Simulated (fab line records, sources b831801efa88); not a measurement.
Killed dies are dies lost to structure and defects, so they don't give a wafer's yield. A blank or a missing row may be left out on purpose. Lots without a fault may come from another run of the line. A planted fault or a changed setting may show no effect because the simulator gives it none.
A struck lot beside a sound one | flow sky130 | 17 steps out of a route of 708
Sound: wafers L624.2, L624.4, L624.5. Struck: wafers L635.2, L635.3, L635.5. The cause comes at the end.
At each step with rows: each side's tool, then ch and its chambers, then its first start. Under that, the readings that differ: sound wafers | struck wafers | difference of the means | sigmas: that difference in standard deviations of wafers without a fault.
alike: readings whose means differ by less than 2 such deviations, and words and numbers that are the same on both sides. not compared: withheld readings, readings that some wafer has no value for, bounds like >300 that may hide the same value, and numbers for which the record gives no deviation and whose values overlap.
The two part at a step that has a row with sigmas, a row that says differs or no value, or rows on one side only. Numbers that don't overlap but have no deviation are shown without sigmas and don't part them. A reading that every wafer of one side lacks parts them only if that side has two wafers or more.

first, 9 steps without rows for these wafers: SKY_CAPM_CLEAN_17 (cleans in O3/DIW); SKY_METAL3_DEHYDRATE_05 (time 60 s); SKY_METAL3_HMDS_06 (prime time 60 s); SKY_METAL3_COAT_07 (resist thk 60 nm); SKY_METAL3_COAT_08 (resist thk 1140 nm); SKY_METAL3_SOFTBAKE_09 (time 90 s); SKY_METAL3_EXPOSE_10 (exposes mask MM3, target cd 300 nm); SKY_METAL3_PEB_11; SKY_METAL3_DEVELOP_12 (develop time 60 s).
SKY_METAL3_CD_MEAS_13: target cd 300 nm.
  sound on cd_sem-02, day 38 22:49; struck on cd_sem-01, day 43 05:28
  reading    | sound             | struck            | difference | sigmas
  cd_nm (nm) | 300.7 300.8 302.0 | 299.0 298.3 298.3 | -2.6       | -2
SKY_METAL3_OVL_MEAS_14:
  sound on overlay-02, day 38 22:55; struck on overlay-02, day 43 05:34
  alike: METAL3_OVL
SKY_METAL3_DESCUM_15: chemistry O2, time 8 s.
  sound on rie_metal-01 ch 0, day 38 22:57; struck on rie_metal-02 ch 0, day 43 05:36
  reading    | sound             | struck            | difference | sigmas
  temp_c (C) | 39.80 39.78 39.99 | 39.97 40.08 40.14 | +0.21      | +2
  alike: drypump_motor_current_A, oes_product_au
  not compared: rf_hours_counter_h
SKY_METAL3_ETCH_16: etches BARC in N2/H2, stops on SiO2, time 88.2 s, target depth 60 nm.
  sound on rie_metal-01 ch 0, day 38 22:59; struck on rie_metal-02 ch 0, day 43 05:38
  no value came back on the struck wafers for any of 6 readings (bias_w (W), chamber_pressure_mTorr (mTorr) and others); on the sound wafers bias_w (W) reads 100.3 99.9 100.5
  reading                                       | sound          | struck         | difference | sigmas
  model.KrF-thick_of_METAL3_COAT_08.thk_nm (nm) | 1074 1077 1077 | 1122 1120 1123 | +46        |
  not compared: rf_hours_counter_h
SKY_METAL3_ETCH_17: etches SiO2 in C4F8/O2/Ar, stops on TiN, time 3.9 s, target depth 15 nm.
  sound on rie_diel-04 ch 0,1, day 38 23:05; struck on rie_diel-01 ch 0,3, day 43 05:44
  reading               | sound             | struck            | difference | sigmas
  oes_product_au (a.u.) | 0.762 0.748 0.744 | 0.375 0.372 0.385 | -0.374     | -52
  alike: bias_w, chamber_pressure_mTorr
  not compared: rf_hours_counter_h
SKY_METAL3_METAL_ETCH_18: etches the open film in Cl2/BCl3, stops on SiO2, target depth 845 nm, time 183.1 s.
  sound on rie_metal-04 ch 0,1, day 38 23:06; struck on rie_metal-01 ch 0,1, day 43 05:45
  reading                                       | sound             | struck            | difference | sigmas
  oes_product_au (a.u.)                         | 0.860 0.855 0.857 | 0.377 0.382 0.374 | -0.480     | -84
  model.KrF-thick_of_METAL3_COAT_08.thk_nm (nm) | 527.1 544.5 529.1 | 596 596.4 586.9   | +60        |
  alike: bcl3_flow_sccm, bias_w, drypump_motor_current_A, throttle_valve_pct
  not compared: rf_hours_counter_h
SKY_METAL3_STRIP_19: strips in O2/N2.
  sound on plasma_asher-04 ch 0,1, day 38 23:17; struck on plasma_asher-03 ch 0, day 43 05:56
  reading                      | sound             | struck            | difference | sigmas
  oes_product_au (a.u.)        | 0.501 0.505 0.508 | 0.528 0.528 0.529 | +0.024     | +5
  strip_time_to_endpoint_s (s) | 6.53 6.71 6.55    | 7.21 7.23 7.13    | +0.59      | +8
  alike: drypump_motor_current_A
  not compared: rf_hours_counter_h
then, 1 step without rows for these wafers: SKY_METAL3_STRIP_20 (strips in post etch residue remover, time 1200 s).

WHERE THEY PART
First at SKY_METAL3_CD_MEAS_13; last, within this record, at SKY_METAL3_STRIP_19.

WHY: what the simulator had put in
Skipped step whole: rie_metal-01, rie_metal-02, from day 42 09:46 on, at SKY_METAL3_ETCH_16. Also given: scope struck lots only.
